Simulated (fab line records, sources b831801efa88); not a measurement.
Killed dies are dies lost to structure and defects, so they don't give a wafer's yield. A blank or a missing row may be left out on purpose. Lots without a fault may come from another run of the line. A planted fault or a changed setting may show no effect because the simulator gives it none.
fab line records | flow sky130
record lots=5 wafers=15 last_day=49
route steps=708 shown CAPM@548 METAL3@555 PAD_OPEN@708
lots that met no fault: from a run of the same line without faults
start_h: hours from the record's first day to the start of the lot's first wafer shown | wait_h: hours since the lot's step before | " the same as in the row above | L1.1+2: a row that stands for several wafers | - no value, or no start given | * or withheld: withheld | < > ~ a bound
route shown NAME@n: a module of which the file shows steps, and the number in the route of the first | usual: mean/standard deviation of fault-free wafers | same: alike in all rows | chamber/n: place in a boat | sites: the reading at each site | _std_site: their standard deviation | _edge_site: outer sites' mean less inner sites' | radius_mm: how far each site lies from the wafer's centre | mask NAME#n: copy n | behind: the tool/chamber that last shaped the wafer | hold: why the lot was held/for how many hours/how that ended | device: the transistor (n, p or np) that didn't switch | end of line: the same wafers' tests at the end of the route | a step without rows: its recipe alone | killed: dies lost to structure and defects at the first sort, not the wafer's yield | map: a wafer's dies, x killed, . not, _ none there
set.NAME: the setting as run; set.NAME@STEP: as run at that earlier step | model.NAME: the simulator's own value behind a step, which no gauge read
lots at some steps of the route; a table a step, a row a wafer
services: from which hour (start_h, from the record's first day; less than 0 if before it) a tool's chamber was out of use, for how many hours, and why
## steps
# step SKY_CAPM_DEVELOP_11
# recipe resist=NOVOLAK developer=TMAH develop_time_s=60 dev_temp_c=23
# step SKY_CAPM_OVL_MEAS_12
# usual CAPM_OVL=-1.1/1.4
# columns lot.wafer tool chamber start_h wait_h CAPM_OVL[nm]
L835.1 overlay-02 - 934.26 0.1 0.5
L835.2 " - " " 0.3
L835.5 " - " " -0.3
L837.2 overlay-02 - 949.62 0.1 0.2
L837.3 " - " " 0.5
L837.5 " - " " 0.6
L842.2 overlay-02 - 985.37 0.1 -0.6
L842.3 " - " " -0.4
L842.5 " - " " -1.0
L843.1 overlay-02 - 992.47 0.1 -3.2
L843.2 " - " " -2.9
L843.6 " - " " -2.3
L847.1 overlay-02 - 1008.12 0.1 -0.8
L847.2 " - " " -1.0
L847.4 " - " " -0.5
# step SKY_CAPM_METAL_ETCH_13
# recipe target_depth_nm=220 stop_on=SiO2 chemistry=Cl2/BCl3 target=TiN pressure_mtorr=10 icp_w=900 bias_w=48.5 Cl2_flow_sccm=60 bcl3_flow_sccm=30 time_s=62.9
# usual drypump_motor_current_A=5.6/0.67 oes_product_au=0.951/0.0079 throttle_valve_pct=21.895/0.011
# columns lot.wafer tool chamber start_h wait_h drypump_motor_current_A oes_product_au rf_hours_counter_h throttle_valve_pct
L835.1 rie_metal-03 0 934.30 0.0 5.6 0.950 10 21.887
L835.2 " 1 " " 5.1 0.963 2 21.887
L835.5 " 0 " " 5.6 0.948 - 21.895
L837.2 rie_metal-02 1 949.65 0.0 5.8 0.961 9 21.882
L837.3 " 0 " " 6.7 0.959 - 21.886
L837.5 " 0 " " 6.7 0.951 - 21.880
L842.2 rie_metal-04 0 985.40 0.0 4.8 0.954 6 21.881
L842.3 " 1 " " 6.5 0.948 - 21.914
L842.5 " 1 " " 6.4 0.953 - 21.891
L843.1 rie_metal-03 1 992.51 0.0 5.1 0.955 6 21.910
L843.2 " 0 " " 5.6 0.947 13 21.884
L843.6 " 0 " " 5.6 0.966 - 21.890
L847.1 rie_metal-03 0 1008.16 0.0 5.6 0.965 15 21.895
L847.2 " 1 " " 5.1 0.946 7 21.909
L847.4 " 0 " " 5.6 0.953 - 21.899
# step SKY_CAPM_STRIP_14
# recipe chemistry=O2/N2 power_w=1400 pressure_mtorr=1500 platen_temp_c=withheld o2_flow_sccm=3000 n2_flow_sccm=300 overash_fraction=0.5
# usual drypump_motor_current_A=6.01/0.24 oes_product_au=0.711/0.0043 strip_time_to_endpoint_s=12.62/0.052
# columns lot.wafer tool chamber start_h wait_h drypump_motor_current_A oes_product_au rf_hours_counter_h strip_time_to_endpoint_s
L835.1 plasma_asher-03 1 934.37 0.1 6.01 0.718 82 12.68
L835.2 " 0 " " 6.13 0.717 82 12.59
L835.5 " 0 " " 6.14 0.710 - 12.63
L837.2 plasma_asher-02 0 949.73 0.1 6.38 0.714 22 12.67
L837.3 " 0 " " 6.37 0.712 - 12.62
L837.5 " 0 " " 6.38 0.715 - 12.61
L842.2 plasma_asher-02 1 985.48 0.1 5.52 0.716 25 12.54
L842.3 " 0 " " 6.39 0.708 - 12.51
L842.5 " 0 " " 6.39 0.706 - 12.55
L843.1 plasma_asher-04 1 992.58 0.1 5.98 0.708 119 12.59
L843.2 " 0 " " 6.06 0.701 119 12.62
L843.6 " 1 " " 5.96 0.711 - 12.58
L847.1 plasma_asher-04 1 1008.23 0.1 6.02 0.706 121 12.68
L847.2 " 0 " " 6.08 0.710 121 12.61
L847.4 " 1 " " 6.01 0.714 - 12.64
# step SKY_CAPM_STRIP_15
# recipe chemistry=post_etch_residue_remover time_s=1200 temp_c=72.5
# step SKY_CAPM_CLEAN_16
# recipe chemistry=IPA time_s=180 temp_c=25
# step SKY_CAPM_CLEAN_17
# recipe chemistry=O3/DIW dry=n2_spin
# step SKY_METAL3_DEHYDRATE_05
# recipe temp_c=200 time_s=60
# step SKY_METAL3_HMDS_06
# recipe prime_time_s=60 prime_temp_c=120
# step SKY_METAL3_COAT_07
# recipe resist=BARC temp_c=withheld time_s=withheld spin_rpm=3000 resist_thk_nm=60
# step SKY_METAL3_COAT_08
# recipe resist=KrF-thick spin_rpm=3000 resist_thk_nm=1140
# step SKY_METAL3_SOFTBAKE_09
# recipe temp_c=100 time_s=90 resist=KrF-thick
# step SKY_METAL3_EXPOSE_10
# recipe mask_id=MM3 na=0.68 source_shape=annular sigma_inner=0.4 sigma_outer=0.8 target_cd_nm=300 dose_mj=28.22
# usual exposure_dose_mJ_cm2=28.00/0.031
# columns lot.wafer tool chamber start_h wait_h mask exposure_dose_mJ_cm2
L835.1 krf_scanner-01 0 947.31 - MM3#0 27.63
L835.2 " 0 " " MM3#0 27.63
L835.5 " 0 " " MM3#0 27.62
L837.2 krf_scanner-02 0 962.94 - MM3#0 27.94
L837.3 " 0 " " MM3#0 27.97
L837.5 " 0 " " MM3#0 27.98
L842.2 krf_scanner-02 0 997.78 - MM3#0 27.97
L842.3 " 0 " " MM3#0 28.01
L842.5 " 0 " " MM3#0 28.01
L843.1 krf_scanner-02 0 1004.62 - MM3#0 27.96
L843.2 " 0 " " MM3#0 28.00
L843.6 " 0 " " MM3#0 28.01
L847.1 krf_scanner-01 0 1020.54 - MM3#0 28.01
L847.2 " 0 " " MM3#0 27.99
L847.4 " 0 " " MM3#0 28.02
# step SKY_METAL3_PEB_11
# recipe peb_temp_c=withheld peb_time_s=withheld resist=KrF-thick
# step SKY_METAL3_DEVELOP_12
# recipe develop_time_s=60 resist=KrF-thick dev_temp_c=21
# step SKY_METAL3_CD_MEAS_13
# recipe target_cd_nm=300
# usual cd_nm=300.3/1.5
# columns lot.wafer tool chamber start_h wait_h cd_nm
L835.1 cd_sem-01 - 959.42 - 294.1
L835.2 " - " " 271.8
L835.5 " - " " 279.6
L837.2 cd_sem-02 - 974.91 - 298.8
L837.3 " - " " 299.0
L837.5 " - " " 298.7
L842.2 cd_sem-01 - 1009.08 - 300.5
L842.3 " - " " 301.4
L842.5 " - " " 301.5
L843.1 cd_sem-01 - 1016.57 - 299.5
L843.2 " - " " 302.8
L843.6 " - " " 301.0
L847.1 cd_sem-01 - 1032.32 - 301.4
L847.2 " - " " 301.1
L847.4 " - " " 301.7
# step SKY_METAL3_OVL_MEAS_14
# usual METAL3_OVL=-1/5
# columns lot.wafer tool chamber start_h wait_h METAL3_OVL[nm]
L835.1 overlay-01 - 959.54 0.1 4
L835.2 " - " " 2
L835.5 " - " " 6
L837.2 overlay-01 - 975.02 0.1 -9
L837.3 " - " " -7
L837.5 " - " " -11
L842.2 overlay-02 - 1009.19 0.1 8
L842.3 " - " " 4
L842.5 " - " " 7
L843.1 overlay-02 - 1016.69 0.1 3
L843.2 " - " " 2
L843.6 " - " " 1
L847.1 overlay-01 - 1032.44 0.1 1
L847.2 " - " " 7
L847.4 " - " " 5
# step SKY_METAL3_DESCUM_15
# recipe chemistry=O2 source_power_w=150 bias_power_w=0 pressure_mtorr=10 temp_c=40 time_s=8
# usual drypump_motor_current_A=5.8/0.62 oes_product_au=0.999/0.0085
# columns lot.wafer tool chamber start_h wait_h drypump_motor_current_A oes_product_au rf_hours_counter_h model.METAL3.cd_nm
L835.1 rie_metal-04 1 959.57 0.0 6.5 1.006 7 294.3
L835.2 " 0 " " 4.8 1.008 4 272.1
L835.5 " 0 " " 4.8 0.997 - 280.2
L837.2 rie_metal-04 0 975.05 0.0 4.8 1.002 5 298.6
L837.3 " 0 " " 4.8 1.001 - 299.4
L837.5 " 0 " " 4.8 1.015 - 298.8
L842.2 rie_metal-04 0 1009.22 0.0 4.7 1.003 7 299.9
L842.3 " 1 " " 6.5 1.000 - 301.4
L842.5 " 0 " " 4.7 0.994 - 301.4
L843.1 rie_metal-04 1 1016.72 0.0 6.5 1.015 10 300.3
L843.2 " 0 " " 4.8 1.005 8 302.6
L843.6 " 1 " " 6.5 1.012 - 301.6
L847.1 rie_metal-01 1 1032.47 0.0 5.9 1.000 12 302.1
L847.2 " 0 " " 5.7 1.000 14 301.3
L847.4 " 1 " " 5.9 1.003 - 302.2
# step SKY_METAL3_ETCH_16
# recipe chemistry=N2/H2 target=BARC ion_energy_ev=200 bias_w=100 pressure_mtorr=30 n2_flow_sccm=100 h2_flow_sccm=200 icp_w=500 stop_on=SiO2 time_s=88.2 target_depth_a=600
# usual drypump_motor_current_A=5.8/0.62 oes_product_au=0.625/0.0049 throttle_valve_pct=13.204/0.0079
# columns lot.wafer tool chamber start_h wait_h drypump_motor_current_A oes_product_au rf_hours_counter_h throttle_valve_pct
L835.1 rie_metal-04 1 959.60 0.0 6.5 0.633 7 13.205
L835.2 " 0 " " 4.7 0.636 4 13.201
L835.5 " 0 " " 4.8 0.620 - 13.202
L837.2 rie_metal-04 0 975.08 0.0 4.8 0.626 5 13.202
L837.3 " 0 " " 4.8 0.623 - 13.203
L837.5 " 0 " " 4.8 0.626 - 13.201
L842.2 rie_metal-04 0 1009.25 0.0 4.8 0.625 7 13.194
L842.3 " 1 " " 6.5 0.619 - 13.191
L842.5 " 0 " " 4.8 0.629 - 13.201
L843.1 rie_metal-04 1 1016.75 0.0 6.5 0.629 10 13.196
L843.2 " 0 " " 4.8 0.626 8 13.207
L843.6 " 1 " " 6.5 0.636 - 13.192
L847.1 rie_metal-01 1 1032.51 0.0 5.9 0.628 12 13.198
L847.2 " 0 " " 5.7 0.623 14 13.202
L847.4 " 1 " " 5.9 0.618 - 13.213
# step SKY_METAL3_ETCH_17
# recipe target=SiO2 stop_on=TiN chemistry=C4F8/O2/Ar source_w=1500 bias_w=1200 pressure_mtorr=40 c4f8_flow_sccm=withheld O2_flow_sccm=6 Ar_flow_sccm=300 time_s=3.9 target_depth_a=150
# usual oes_product_au=0.755/0.0065
# columns lot.wafer tool chamber start_h wait_h oes_product_au rf_hours_counter_h
L835.1 rie_diel-01 2 959.70 0.1 0.756 8
L835.2 " 3 " " 0.758 10
L835.5 " 2 " " 0.752 -
L837.2 rie_diel-02 1 975.18 0.1 0.758 14
L837.3 " 0 " " 0.759 9
L837.5 " 3 " " 0.763 -
L842.2 rie_diel-02 1 1009.35 0.1 0.748 15
L842.3 " 0 " " 0.750 10
L842.5 " 0 " " 0.753 -
L843.1 rie_diel-01 0 1016.85 0.1 0.747 3
L843.2 " 2 " " 0.757 10
L843.6 " 1 " " 0.759 -
L847.1 rie_diel-02 2 1032.60 0.1 0.741 25
L847.2 " 0 " " 0.747 11
L847.4 " 1 " " 0.756 16
# step SKY_METAL3_METAL_ETCH_18
# recipe target_depth_a=8450 stop_on=SiO2 over_etch_frac=0.3 time_s=183.1 chemistry=Cl2/BCl3 resist_sidewall_deg=88 pressure_mtorr=10 icp_w=900 bias_w=48.5 Cl2_flow_sccm=60 bcl3_flow_sccm=30
# usual drypump_motor_current_A=5.9/0.64 oes_product_au=0.867/0.006 throttle_valve_pct=22.264/0.0088
# columns lot.wafer tool chamber start_h wait_h drypump_motor_current_A oes_product_au rf_hours_counter_h throttle_valve_pct model.METAL3.cd_nm
L835.1 rie_metal-01 0 959.72 0.0 5.7 0.856 9 22.267 297.4
L835.2 " 0 " " 5.7 0.864 - 22.257 273.8
L835.5 " 0 " " 5.7 0.869 - 22.255 288
L837.2 rie_metal-02 1 975.19 0.0 5.7 0.864 11 22.267 296.1
L837.3 " 1 " " 5.8 0.868 - 22.239 298.3
L837.5 " 0 " " 6.7 0.865 - 22.261 306.8
L842.2 rie_metal-02 1 1009.37 0.0 5.7 0.864 13 22.271 300.4
L842.3 " 0 " " 6.7 0.860 - 22.273 305.9
L842.5 " 0 " " 6.7 0.870 - 22.254 312.1
L843.1 rie_metal-01 0 1016.87 0.0 5.7 0.866 13 22.269 301.7
L843.2 " 1 " " 5.9 0.855 11 22.260 306.3
L843.6 " 0 " " 5.7 0.864 - 22.267 304.5
L847.1 rie_metal-02 1 1032.62 0.0 5.7 0.873 14 22.251 298.5
L847.2 " 0 " " 6.7 0.862 21 22.269 308
L847.4 " 0 " " 6.7 0.858 - 22.265 306.2
# step SKY_METAL3_STRIP_19
# recipe chemistry=O2/N2 power_w=1400 pressure_mtorr=1500 platen_temp_c=withheld o2_flow_sccm=3000 n2_flow_sccm=300 overash_fraction=0.5
# usual drypump_motor_current_A=5.89/0.16 oes_product_au=0.503/0.0052 strip_time_to_endpoint_s=6.56/0.087
# columns lot.wafer tool chamber start_h wait_h drypump_motor_current_A oes_product_au rf_hours_counter_h strip_time_to_endpoint_s
L835.1 plasma_asher-01 0 960.08 0.3 5.70 0.498 47 6.51
L835.2 " 1 " " 5.76 0.502 47 6.54
L835.5 " 0 " " 5.74 0.499 - 6.54
L837.2 plasma_asher-03 1 975.37 0.1 5.91 0.506 86 6.65
L837.3 " 1 " " 5.98 0.508 - 6.63
L837.5 " 0 " " 6.16 0.508 - 6.57
L842.2 plasma_asher-03 0 1009.54 0.1 6.19 0.503 86 6.71
L842.3 " 0 " " 6.16 0.507 - 6.63
L842.5 " 1 " " 5.98 0.505 - 6.70
L843.1 plasma_asher-01 1 1017.05 0.1 5.79 0.502 53 6.48
L843.2 " 0 " " 5.73 0.495 53 6.49
L843.6 " 1 " " 5.75 0.503 - 6.51
L847.1 plasma_asher-04 1 1032.80 0.1 5.99 0.502 123 6.60
L847.2 " 0 " " 6.06 0.501 123 6.49
L847.4 " 1 " " 6.00 0.501 - 6.52
# step SKY_PAD_OPEN_PROBE_99
# columns lot.wafer tool chamber start_h wait_h model.etest.met3.width_nm model.etest.met3.line_ohm_um
L835.1 prober-01 - 1125.23 0.1 297.1 0.1437
L835.2 prober-01 - 1125.28 0.1 274.4 0.1546
L835.5 prober-01 - 1125.43 0.2 287.9 0.1451
L837.2 prober-01 - 1137.23 0.1 294.3 0.1445
L837.3 prober-01 - 1137.28 0.2 297.7 0.1441
L837.5 prober-01 - 1137.38 0.2 303.3 0.1415
L842.2 prober-02 - 1164.21 0.1 302.5 0.1423
L842.3 prober-02 - 1164.26 0.2 302.2 0.142
L842.5 prober-02 - 1164.36 0.2 314.1 0.134
L843.1 prober-01 - 1170.57 0.1 300.9 0.1405
L843.2 prober-01 - 1170.62 0.1 307.4 0.1414
L843.6 prober-01 - 1170.82 0.2 304.1 0.1391
L847.1 prober-01 - 1181.66 0.1 297.6 0.1424
L847.2 prober-01 - 1181.71 0.1 312 0.136
L847.4 prober-01 - 1181.81 0.2 306.7 0.1388
# killed by level:class
L837.2 VIA1:geometric_particle:open=12 CONTACT:geometric_particle:open=9 FIELD_ISO:geometric_particle:short=8 VIA2:geometric_particle:open=8 POLY_GATE:geometric_particle:open=6 POLY_GATE:geometric_particle:short=6 LOCAL_INTERCONNECT:geometric_particle:short=5 LI_CONTACT:geometric_particle:open=5
L837.3 CONTACT:geometric_particle:open=10 LI_CONTACT:geometric_particle:open=8 VIA1:geometric_particle:open=7 METAL1:geometric_particle:short=6 VIA1:geometric_particle:short=5 VIA2:geometric_particle:open=4 VIA3:geometric_particle:short=4 LOCAL_INTERCONNECT:geometric_particle:short=3
L837.5 LI_CONTACT:geometric_particle:open=10 VIA1:geometric_particle:open=10 VIA2:geometric_particle:open=8 CONTACT:geometric_particle:open=8 VIA3:geometric_particle:open=7 VIA1:geometric_particle:short=5 FIELD_ISO:geometric_particle:open=4 CONTACT:geometric_particle:short=4
L842.2 VIA1:geometric_particle:open=16 CONTACT:geometric_particle:open=14 LI_CONTACT:geometric_particle:open=11 VIA3:geometric_particle:open=7 METAL1:geometric_particle:short=6 VIA2:geometric_particle:open=5 POLY_GATE:geometric_particle:open=4 METAL4:geometric_particle:short=4
L842.3 CONTACT:geometric_particle:open=13 FIELD_ISO:geometric_particle:short=10 METAL1:geometric_particle:short=8 LI_CONTACT:geometric_particle:open=6 METAL2:geometric_particle:short=6 VIA1:geometric_particle:open=6 FIELD_ISO:geometric_particle:open=5 POLY_GATE:geometric_particle:short=5
L842.5 VIA1:geometric_particle:open=20 CONTACT:geometric_particle:open=13 VIA2:geometric_particle:open=9 METAL4:geometric_particle:short=6 FIELD_ISO:geometric_particle:open=5 METAL1:geometric_particle:short=4 SPACER:geometric_particle:short=4 VIA3:geometric_particle:open=4
L843.1 VIA1:geometric_particle:open=10 CONTACT:geometric_particle:open=8 LI_CONTACT:geometric_particle:open=8 VIA3:geometric_particle:open=7 VIA1:geometric_particle:short=6 METAL1:geometric_particle:short=6 VIA2:geometric_particle:open=6 POLY_GATE:geometric_particle:short=5
L843.2 VIA1:geometric_particle:open=12 CONTACT:geometric_particle:open=8 LI_CONTACT:geometric_particle:open=7 METAL2:geometric_particle:short=7 METAL1:geometric_particle:short=6 FIELD_ISO:geometric_particle:short=4 LOCAL_INTERCONNECT:geometric_particle:short=4 VIA3:geometric_particle:open=4
L843.6 VIA1:geometric_particle:open=11 CONTACT:geometric_particle:open=10 LI_CONTACT:geometric_particle:open=8 VIA2:geometric_particle:open=7 POLY_GATE:geometric_particle:open=6 POLY_GATE:geometric_particle:short=6 VIA3:geometric_particle:open=5 CONTACT:geometric_particle:short=4
L847.1 CONTACT:geometric_particle:open=14 VIA1:geometric_particle:open=9 CONTACT:geometric_particle:short=8 METAL1:geometric_particle:short=7 VIA2:geometric_particle:short=6 METAL3:geometric_particle:short=5 VIA3:geometric_particle:open=5 LI_CONTACT:geometric_particle:open=4
L847.2 CONTACT:geometric_particle:open=9 VIA1:geometric_particle:open=8 FIELD_ISO:geometric_particle:short=5 FIELD_ISO:geometric_particle:open=5 POLY_GATE:geometric_particle:short=5 METAL2:geometric_particle:short=5 VIA3:geometric_particle:open=5 LI_CONTACT:geometric_particle:open=4
L847.4 VIA1:geometric_particle:open=14 LI_CONTACT:geometric_particle:open=9 CONTACT:geometric_particle:open=8 VIA2:geometric_particle:open=6 VIA1:geometric_particle:short=6 POLY_GATE:geometric_particle:open=6 CONTACT:geometric_particle:short=6 LOCAL_INTERCONNECT:geometric_particle:short=5
## services
# columns tool chamber start_h hours kind
plasma_asher-04 - 912.02 0.9 repair
plasma_asher-01 - 917.67 3.4 repair
krf_scanner-01 - 917.73 0.3 repair
rie_diel-02 0 934.14 39.1 repair
krf_scanner-01 - 940.40 0.8 pm
krf_scanner-01 - 956.11 4.4 pm
rie_metal-01 1 957.15 4.1 repair
krf_scanner-02 - 970.83 1.3 pm
plasma_asher-03 - 976.89 28.1 pm
krf_scanner-02 - 983.37 1.0 pm
krf_scanner-01 - 989.10 7.2 pm
rie_diel-02 - 994.70 0.5 repair
rie_diel-01 - 996.84 0.4 repair
krf_scanner-01 - 1007.71 1.3 pm
krf_scanner-01 - 1025.43 1.0 pm
plasma_asher-04 - 1025.51 3.9 repair
krf_scanner-02 - 1026.78 0.8 pm
## key
first_sign step=SKY_METAL3_EXPOSE_10 reading=exposure_dose_mJ_cm2 direction=down sigmas=12 usual=* struck=*
effect step=SKY_METAL3_CD_MEAS_13 reading=cd_nm direction=down sigmas=12 usual=300.3 struck=281.8 through=control_loop
model_effect step=SKY_METAL3_DESCUM_15 value=METAL3.cd_nm without=300.6 struck=282.2
model_effect step=SKY_METAL3_METAL_ETCH_18 value=METAL3.cd_nm without=304.8 struck=286.4
model_effect step=SKY_PAD_OPEN_PROBE_99 value=etest.met3.width_nm without=304.9 struck=286.5
met_at SKY_METAL3_EXPOSE_10
struck_wafers L835.1,L835.2,L835.5
sort_left_out L835.1,L835.2,L835.5
loop_trim step=SKY_METAL3_EXPOSE_10 setting=dose lots=L835
fault kind=process_parameter_drift tool=krf_scanner-01 chamber=- onset_h=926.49 steps=SKY_METAL3_EXPOSE_10 channel=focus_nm offset=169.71 spread_by_wafer=0.3 shape=step end_h=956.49
# sort_left_out: the simulated sort isn't trusted on such a fault, so these wafers' sort isn't shown, and their yield isn't known
# loop_trim: a control loop set the setting to another value than it would have without faults
